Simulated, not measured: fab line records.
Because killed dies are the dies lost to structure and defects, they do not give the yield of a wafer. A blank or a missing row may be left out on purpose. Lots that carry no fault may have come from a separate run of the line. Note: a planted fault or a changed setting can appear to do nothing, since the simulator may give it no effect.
The tool behind it: which one? | flow sky130 | 24 lots, 72 wafers sampled, at 6 steps of a route of 708

## WHAT THE GAUGES SHOWED, per wafer
SKY_GATE_OXIDE_TW_MEAS_14. Usual: for GATE_OXIDE_TW the level is 221.6 and the standard deviation is 1.8.
lot  | measured     | on            | GATE_OXIDE_TW     | flag
L074 | day 13 18:14 | film metro-02 | 220.3 219.6 219.7 |
L075 | day 14 04:02 | film metro-01 | 223.5 223.9 223.1 |
L076 | day 14 07:24 | film metro-04 | 222.2 221.8 222.3 |
L077 | day 14 20:12 | film metro-02 | 218.9 219.2 219.3 |
L078 | day 15 03:09 | film metro-02 | 219.0 219.3 220.8 |
L079 | day 15 11:46 | film metro-01 | 222.9 223.9 224.0 |
L080 | day 15 18:35 | film metro-02 | 220.6 220.5 218.5 |
L081 | day 16 07:05 | film metro-04 | 221.1 223.3 222.4 |
L082 | day 16 23:01 | film metro-02 | 220.1 219.3 219.6 |
L083 | day 17 03:13 | film metro-04 | 223.2 221.9 222.3 |
L084 | day 17 06:49 | film metro-04 | 222.7 222.8 222.4 |
L085 | day 17 12:56 | film metro-01 | 223.6 223.9 224.8 |
L086 | day 18 03:29 | film metro-04 | 221.1 221.2 222.7 |
L087 | day 18 15:55 | film metro-02 | 218.2 219.4 218.8 |
L088 | day 18 16:14 | film metro-01 | 223.6 221.9 222.7 |
L089 | day 19 10:17 | film metro-01 | 224.4 225.1 225.7 |
L090 | day 19 13:50 | film metro-02 | 218.8 219.0 219.4 |
L091 | day 20 00:17 | film metro-04 | 222.2 222.4 221.9 |
L092 | day 20 00:42 | film metro-02 | 219.6 220.7 219.5 |
L094 | day 21 05:40 | film metro-01 | 221.7 220.8 221.7 |
L093 | day 21 07:07 | film metro-01 | 223.5 221.6 222.7 |
L095 | day 21 07:40 | film metro-01 | 221.9 221.9 222.1 |
L096 | day 21 17:26 | film metro-02 | 220.4 220.7 220.1 |
L097 | day 21 21:03 | film metro-01 | 221.5 222.5 220.8 |

SKY_VIA1_OVL_MEAS_13. Usual: for VIA1_OVL the level is 5 nm and the standard deviation is 5.8.
lot  | measured     | on         | VIA1_OVL (nm) | flag
L074 | day 33 20:50 | overlay-02 | 10 5 -3       |
L075 | day 34 01:20 | overlay-01 | 4 3 15        |
L076 | day 34 09:46 | overlay-02 | 4 8 10        |
L077 | day 34 17:43 | overlay-01 | 5 2 7         |
L078 | day 35 04:04 | overlay-02 | 0 6 4         |
L079 | day 35 14:58 | overlay-01 | 7 2 9         |
L080 | day 35 15:55 | overlay-01 | 1 14 2        |
L081 | day 36 06:01 | overlay-01 | 9 14 4        |
L082 | day 36 19:58 | overlay-02 | 5 -2 6        |
L083 | day 37 00:01 | overlay-02 | -10 0 -4      |
L084 | day 37 07:16 | overlay-02 | 5 6 12        |
L085 | day 37 10:46 | overlay-01 | 8 5 5         |
L086 | day 37 22:16 | overlay-01 | 1 4 14        |
L087 | day 38 06:20 | overlay-02 | 7 3 3         |
L088 | day 38 07:46 | overlay-01 | 15 9 13       |
L089 | day 38 21:26 | overlay-01 | 7 9 1         |
L090 | day 39 02:04 | overlay-02 | -3 2 -3       |
L091 | day 39 09:43 | overlay-01 | -1 -5 1       |
L092 | day 39 11:37 | overlay-02 | 7 4 7         |
L094 | day 40 07:01 | overlay-02 | -8 -6 -2      |
L093 | day 40 09:59 | overlay-02 | 1 2 -3        |
L095 | day 40 10:44 | overlay-02 | 5 12 8        |
L096 | day 40 15:41 | overlay-02 | 0 12 -4       |
L097 | day 40 21:34 | overlay-01 | 2 9 11        |

SKY_CAPM_RS_MEAS_03: uses a four-point probe to measure. Usual: for CAPM_TIN_RS the level is 6.93 ohm/sq and the standard deviation is 0.067.
lot  | measured     | on            | CAPM_TIN_RS (ohm/sq) | flag
L074 | day 36 06:55 | film metro-01 | 6.95 6.90 7.05       |
L075 | day 36 11:25 | film metro-02 | 6.91 6.99 6.86       |
L076 | day 36 20:28 | film metro-02 | 6.93 6.88 6.82       |
L077 | day 37 02:51 | film metro-01 | 7.03 6.95 7.05       |
L078 | day 37 12:49 | film metro-04 | 7.04 6.92 7.02       |
L079 | day 37 23:42 | film metro-04 | 6.96 6.97 6.97       |
L080 | day 38 01:52 | film metro-04 | 7.00 6.95 6.91       |
L081 | day 38 14:31 | film metro-01 | 6.87 6.83 6.90       |
L082 | day 39 05:02 | film metro-02 | 6.95 6.94 6.94       |
L083 | day 39 08:18 | film metro-01 | 7.10 7.03 7.03       |
L084 | day 39 15:28 | film metro-04 | 6.95 6.95 7.01       |
L085 | day 39 18:11 | film metro-01 | 6.88 6.86 6.83       |
L086 | day 40 05:29 | film metro-01 | 6.98 6.85 7.06       |
L087 | day 40 12:10 | film metro-01 | 6.85 6.85 6.84       |
L088 | day 40 16:32 | film metro-04 | 6.98 6.92 6.99       |
L089 | day 41 03:01 | film metro-04 | 6.93 6.89 6.96       |
L090 | day 41 07:31 | film metro-04 | 6.88 6.86 6.88       |
L091 | day 41 15:00 | film metro-04 | 6.94 6.90 6.89       |
L092 | day 41 18:06 | film metro-01 | 6.86 6.99 6.95       |
L094 | day 42 11:47 | film metro-01 | 7.01 6.96 6.93       |
L093 | day 42 13:59 | film metro-01 | 6.89 6.99 6.97       |
L095 | day 42 15:16 | film metro-04 | 6.94 6.88 6.95       |
L096 | day 42 20:49 | film metro-01 | 6.89 6.88 6.92       |
L097 | day 43 02:16 | film metro-04 | 6.92 6.91 6.98       |

## WHAT TOOL EACH LOT RAN ON (gives the tool, then ch and the chambers of the sampled wafers, and finally the start)
lot  | SKY_VIA1_CVD_21               | SKY_METAL2_SPUTTER_00        | SKY_METAL3_SPUTTER_01
L074 | cvd w-01 ch 0,1, day 33 21:37 | pvd sputter-01, day 33 22:11 | pvd sputter-02, day 36 06:35
L075 | cvd w-01 ch 0,1, day 34 02:07 | pvd sputter-01, day 34 02:41 | pvd sputter-04, day 36 11:04
L076 | cvd w-02 ch 0,1, day 34 10:32 | pvd sputter-01, day 34 11:07 | pvd sputter-04, day 36 20:05
L077 | cvd w-02 ch 0,1, day 34 18:30 | pvd sputter-01, day 34 19:04 | pvd sputter-01, day 37 02:31
L078 | cvd w-02 ch 0,1, day 35 04:54 | pvd sputter-04, day 35 05:26 | pvd sputter-01, day 37 12:26
L079 | cvd w-01 ch 0,1, day 35 15:44 | pvd sputter-01, day 35 16:20 | pvd sputter-01, day 37 23:22
L080 | cvd w-01 ch 0,1, day 35 16:41 | pvd sputter-03, day 35 17:16 | pvd sputter-01, day 38 01:31
L081 | cvd w-01 ch 0,1, day 36 06:50 | pvd sputter-04, day 36 07:24 | pvd sputter-02, day 38 14:11
L082 | cvd w-01 ch 0,1, day 36 20:44 | pvd sputter-01, day 36 21:19 | pvd sputter-04, day 39 04:41
L083 | cvd w-02 ch 0,1, day 37 00:47 | pvd sputter-01, day 37 01:22 | pvd sputter-01, day 39 07:58
L084 | cvd w-01 ch 0,1, day 37 08:02 | pvd sputter-03, day 37 09:04 | pvd sputter-01, day 39 15:07
L085 | cvd w-02 ch 0,1, day 37 11:32 | pvd sputter-03, day 37 12:07 | pvd sputter-01, day 39 17:52
L086 | cvd w-02 ch 0,1, day 37 23:02 | pvd sputter-01, day 37 23:37 | pvd sputter-01, day 40 05:09
L087 | cvd w-02 ch 0,1, day 38 07:11 | pvd sputter-01, day 38 07:43 | pvd sputter-04, day 40 11:49
L088 | cvd w-02 ch 0,1, day 38 08:35 | pvd sputter-01, day 38 09:16 | pvd sputter-04, day 40 16:13
L089 | cvd w-01 ch 0,1, day 38 22:13 | pvd sputter-03, day 38 22:47 | pvd sputter-02, day 41 02:42
L090 | cvd w-01 ch 0,1, day 39 02:51 | pvd sputter-04, day 39 03:29 | pvd sputter-04, day 41 07:10
L091 | cvd w-01 ch 1, day 39 10:31   | pvd sputter-04, day 39 11:09 | pvd sputter-04, day 41 14:40
L092 | cvd w-02 ch 0,1, day 39 12:23 | pvd sputter-01, day 39 12:58 | pvd sputter-04, day 41 17:47
L094 | cvd w-01 ch 0,1, day 40 07:48 | pvd sputter-04, day 40 08:22 | pvd sputter-04, day 42 11:27
L093 | cvd w-02 ch 0,1, day 40 10:46 | pvd sputter-01, day 40 11:23 | pvd sputter-04, day 42 13:37
L095 | cvd w-02 ch 0,1, day 40 11:32 | pvd sputter-03, day 40 12:05 | pvd sputter-01, day 42 14:55
L096 | cvd w-01 ch 0,1, day 40 16:28 | pvd sputter-01, day 40 17:41 | pvd sputter-04, day 42 20:26
L097 | cvd w-01 ch 0,1, day 40 22:22 | pvd sputter-03, day 40 22:55 | pvd sputter-01, day 43 01:54
- SKY_VIA1_CVD_21: deposits W, target thk 270 nm, time 80.902 s.
- SKY_METAL2_SPUTTER_00: material Ti, target thk 15 nm, time 10 s.
- SKY_METAL3_SPUTTER_01: material TiN, target thk 20 nm, time 16.7 s.

## WHAT THE TOOLS THEMSELVES READ (means of the sampled wafers that have a number; where no wafer has one, the mark that the record gives instead)
SKY_VIA1_CVD_21. Usual: heater power w 871 W, standard deviation 40; susceptor temp C 399.99 C, standard deviation 0.23.
lot  | tool     | heater power w (W) | susceptor temp C (C) | flag
L074 | cvd w-01 | 861                | 399.89               |
L075 | cvd w-01 | 850                | 399.86               |
L076 | cvd w-02 | 878                | 399.97               |
L077 | cvd w-02 | 882                | 399.94               |
L078 | cvd w-02 | 884                | 400.00               |
L079 | cvd w-01 | 861                | 399.97               |
L080 | cvd w-01 | 861                | 399.95               |
L081 | cvd w-01 | 874                | 399.84               |
L082 | cvd w-01 | 864                | 400.10               |
L083 | cvd w-02 | 909                | 400.31               |
L084 | cvd w-01 | 870                | 400.14               |
L085 | cvd w-02 | 882                | 400.08               |
L086 | cvd w-02 | 921                | 399.83               |
L087 | cvd w-02 | 916                | 400.07               |
L088 | cvd w-02 | 880                | 399.99               |
L089 | cvd w-01 | 861                | 400.00               |
L090 | cvd w-01 | 871                | 400.13               |
L091 | cvd w-01 | 853                | 400.00               |
L092 | cvd w-02 | 826                | 400.08               |
L094 | cvd w-01 | 869                | 399.97               |
L093 | cvd w-02 | 834                | 399.86               |
L095 | cvd w-02 | 852                | 400.12               |
L096 | cvd w-01 | 875                | 399.77               |
L097 | cvd w-01 | 870                | 399.94               |

SKY_METAL2_SPUTTER_00. Usual: throttle valve pct reads 30.2 % (standard deviation 0.64).
lot  | tool           | throttle valve pct (%) | flag
L074 | pvd sputter-01 | 30.5                   |
L075 | pvd sputter-01 | 30.5                   |
L076 | pvd sputter-01 | 30.3                   |
L077 | pvd sputter-01 | 30.2                   |
L078 | pvd sputter-04 | 29.5                   |
L079 | pvd sputter-01 | 30.4                   |
L080 | pvd sputter-03 | 30.3                   |
L081 | pvd sputter-04 | 30.4                   |
L082 | pvd sputter-01 | 30.0                   |
L083 | pvd sputter-01 | 30.5                   |
L084 | pvd sputter-03 | 30.7                   |
L085 | pvd sputter-03 | 30.6                   |
L086 | pvd sputter-01 | 30.0                   |
L087 | pvd sputter-01 | 30.5                   |
L088 | pvd sputter-01 | 29.9                   |
L089 | pvd sputter-03 | 30.4                   |
L090 | pvd sputter-04 | 30.0                   |
L091 | pvd sputter-04 | 30.1                   |
L092 | pvd sputter-01 | 30.1                   |
L094 | pvd sputter-04 | 30.1                   |
L093 | pvd sputter-01 | 30.0                   |
L095 | pvd sputter-03 | 30.6                   |
L096 | pvd sputter-01 | 30.2                   |
L097 | pvd sputter-03 | 30.2                   |

SKY_METAL3_SPUTTER_01. Usual: throttle valve pct reads 30.2 % (standard deviation 1).
lot  | tool           | throttle valve pct (%) | flag
L074 | pvd sputter-02 | 29.5                   |
L075 | pvd sputter-04 | 30.2                   |
L076 | pvd sputter-04 | 29.1                   |
L077 | pvd sputter-01 | 30.2                   |
L078 | pvd sputter-01 | 30.5                   |
L079 | pvd sputter-01 | 30.4                   |
L080 | pvd sputter-01 | 30.0                   |
L081 | pvd sputter-02 | 30.7                   |
L082 | pvd sputter-04 | 30.1                   |
L083 | pvd sputter-01 | 30.0                   |
L084 | pvd sputter-01 | 30.6                   |
L085 | pvd sputter-01 | 30.3                   |
L086 | pvd sputter-01 | 30.2                   |
L087 | pvd sputter-04 | 29.0                   |
L088 | pvd sputter-04 | 30.1                   |
L089 | pvd sputter-02 | 30.1                   |
L090 | pvd sputter-04 | 30.7                   |
L091 | pvd sputter-04 | 30.0                   |
L092 | pvd sputter-04 | 30.1                   |
L094 | pvd sputter-04 | 30.6                   |
L093 | pvd sputter-04 | 30.6                   |
L095 | pvd sputter-01 | 29.8                   |
L096 | pvd sputter-04 | 30.2                   |
L097 | pvd sputter-01 | 30.1                   |

## THE ANSWER, worked out from the rows above alone
Rule: a lot counts as off when the mean over its wafers that have a number is more than 3 standard deviations away from the usual mean. Also off: a lot with no number at a reading for which 4 or more lots have one. Where the step has rows for the other lots, those lots are counted as sound. Order of review: gauges by route order, followed by the tools' own readings, for which a lot's mean as printed above is used. At the first step where some lot is off, the reading lying furthest off is the one used; lots without a number count as furthest.
No lot is off on any of the readings shown, so nothing can be concluded from this.

## WHAT WAS PUT IN BY THE SIMULATOR
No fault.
